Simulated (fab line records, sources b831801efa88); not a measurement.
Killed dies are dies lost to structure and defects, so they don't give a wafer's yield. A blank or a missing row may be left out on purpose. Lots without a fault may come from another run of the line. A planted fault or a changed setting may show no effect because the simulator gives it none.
Which tool did it? | flow sky130 | 11 lots, 33 wafers sampled, at 2 steps of a route of 708

WHAT THE GAUGES READ, wafer by wafer
SKY_VT_ADJUST_LVTN_OVL_MEAS_18.
lot  | measured     | on         | VT_ADJUST_LVTN_01_OVL (nm)
L166 | day 8 07:07  | overlay-01 | -1.1 -2.6 -4.2
L168 | day 8 18:25  | overlay-02 | 2.8 2.6 1.4
L170 | day 9 09:16  | overlay-02 | -0.1 0.4 0.1
L171 | day 9 14:56  | overlay-01 | -0.2 0.5 -1.3
L178 | day 11 11:30 | overlay-01 | 0.0 1.5 1.2
L179 | day 11 16:22 | overlay-02 | -1.7 -2.0 -1.3
L184 | day 12 22:37 | overlay-02 | -1.0 -2.1 -1.0
L185 | day 13 09:31 | overlay-01 | -3.0 -2.9 -3.2
L186 | day 13 16:25 | overlay-02 | 3.1 3.0 2.2
L187 | day 13 22:38 | overlay-02 | -2.3 -3.4 -2.1
L188 | day 14 02:48 | overlay-01 | -3.7 -3.8 -1.9

WHICH TOOL RAN EACH LOT (tool, then ch and the chambers of the sampled wafers, then the start)
lot  | SKY_NWELL_STRIP_25
L166 | plasma_asher-03 ch 0,1, day 5 18:56
L168 | plasma_asher-04 ch 0,1, day 6 05:25
L170 | plasma_asher-02 ch 0,1, day 6 18:59
L171 | plasma_asher-04 ch 0,1, day 6 23:32
L178 | plasma_asher-03 ch 0, day 8 16:01
L179 | plasma_asher-03 ch 0,1, day 8 21:11
L184 | plasma_asher-03 ch 0,1, day 10 01:59
L185 | plasma_asher-03 ch 0,1, day 10 11:16
L186 | plasma_asher-04 ch 0, day 10 18:29
L187 | plasma_asher-02 ch 0,1, day 10 23:14
L188 | plasma_asher-03 ch 0,1, day 11 03:01
- SKY_NWELL_STRIP_25: strips in O2/N2.

THE ANSWER, worked out from the rows above alone
Rule: what is usual is taken from the lots themselves. Put in order of their means at a reading, lots are off if they are a third of the lots or fewer, leave a main group of 4 or more, and stand apart from it by a gap of 3 or more times the standard deviation of the main group's means; of several such gaps the widest counts. A main group whose means are all the same, to the digits that the tables above print for the reading, isn't used. A lot without any number at a reading at which 4 lots or more have one is off too. The other lots that the step has rows for count as sound.
No lot is off at any reading shown: from this, nothing can be told.

WHAT THE SIMULATOR HAD PUT IN
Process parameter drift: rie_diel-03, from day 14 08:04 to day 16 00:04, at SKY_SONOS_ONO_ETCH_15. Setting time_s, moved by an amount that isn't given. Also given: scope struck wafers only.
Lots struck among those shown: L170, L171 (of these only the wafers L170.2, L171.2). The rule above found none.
